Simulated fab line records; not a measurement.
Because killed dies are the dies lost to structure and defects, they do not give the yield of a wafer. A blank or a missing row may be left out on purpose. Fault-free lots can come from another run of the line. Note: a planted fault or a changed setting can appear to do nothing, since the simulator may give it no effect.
One fault seen from 2 desks	flow gf180mcu	each desk has only its own numbers; what lay behind them comes last

## THE METROLOGY DESK
Lot by lot, what the gauges showed, no matter which tool ran the lot: averages of those sampled wafers that carry a number. A lot is out of limits, marked OUT, if its mean lies more than 4 standard deviations from the usual mean; the brackets give that distance.
Columns: A = cd_nm at GF_HV_LDD_CD_MEAS_07, usual 399.1 nm; B = HV_LDD_RS at GF_HV_LDD_RS_MEAS_53, usual 417.8 ohm/sq
lot	first seen here	A	B
L502	day 10 06:33	401.0	417.0
L503	day 10 11:51	400.1	417.8
L505	day 10 21:37	402.3	418.8
L507	day 11 08:59	397.7	416.8
L508	day 11 15:50	397.3	417.9
L514	day 13 12:36	399.9	416.2
L515	day 13 21:30	399.1	422.3 (+4.5) OUT
L516	day 14 03:50	397.1	417.8
L517	day 14 11:49	399.4	422.0 (+4.2) OUT
L520	day 15 07:19	401.8	418.3
L521	day 15 21:39	399.7	419.5
L522	day 16 01:17	398.5	417.3
Per this desk, out of limits: L515, L517; the first was L515, day 16 16:50 (HV_LDD_RS at GF_HV_LDD_RS_MEAS_53). In limits: L502, L503, L505, L507, L508, L514, L516, L520, L521, L522.

## THE TOOL OWNER'S DESK: implanter-02
The tool's own readings at GF_HV_LDD_IMPLANT_09, given as means over the sampled wafers that have a number, one for each lot that went through this tool. A lot is out of limits, marked OUT, if its mean lies more than 4 standard deviations from the usual mean; the brackets give that distance.
Columns: A = beam_energy_keV at GF_HV_LDD_IMPLANT_09, usual 40.000; B = dose_ions_cm2 at GF_HV_LDD_IMPLANT_09, usual 1.0001e+14
lot	first seen here	A	B
L502	day 10 06:43	39.996	9.9967e+13
L503	day 10 12:01	40.012	9.9897e+13
L507	day 11 09:09	40.017	9.9897e+13
L508	day 11 16:00	39.999	9.9967e+13
L515	day 13 21:40	40.004	9.7827e+13 (-22) OUT
L517	day 14 11:58	40.015	9.7823e+13 (-22) OUT
This desk's finding: out of limits on L515, L517; first on L515, day 13 21:40 (dose_ions_cm2 at GF_HV_LDD_IMPLANT_09). In limits: L502, L503, L507, L508.

## TAKEN TOGETHER
At day 13 21:40, on L515, L517, the tool owner's desk was in a position to raise an alarm.
An alarm was possible from the metrology desk at day 16 16:50, on L515, L517.
On implanter-02, each named lot ran GF_HV_LDD_IMPLANT_09.

## WHAT THE SIMULATOR PUT IN
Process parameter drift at GF_HV_LDD_IMPLANT_09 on implanter-02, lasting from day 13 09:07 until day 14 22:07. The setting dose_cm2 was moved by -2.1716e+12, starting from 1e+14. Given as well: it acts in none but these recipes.
Struck lots among those shown: L515, L517.
Counting hours from when the fault started, the first reading out of limits came at 13 for the tool owner's desk and at 80 for the metrology desk.
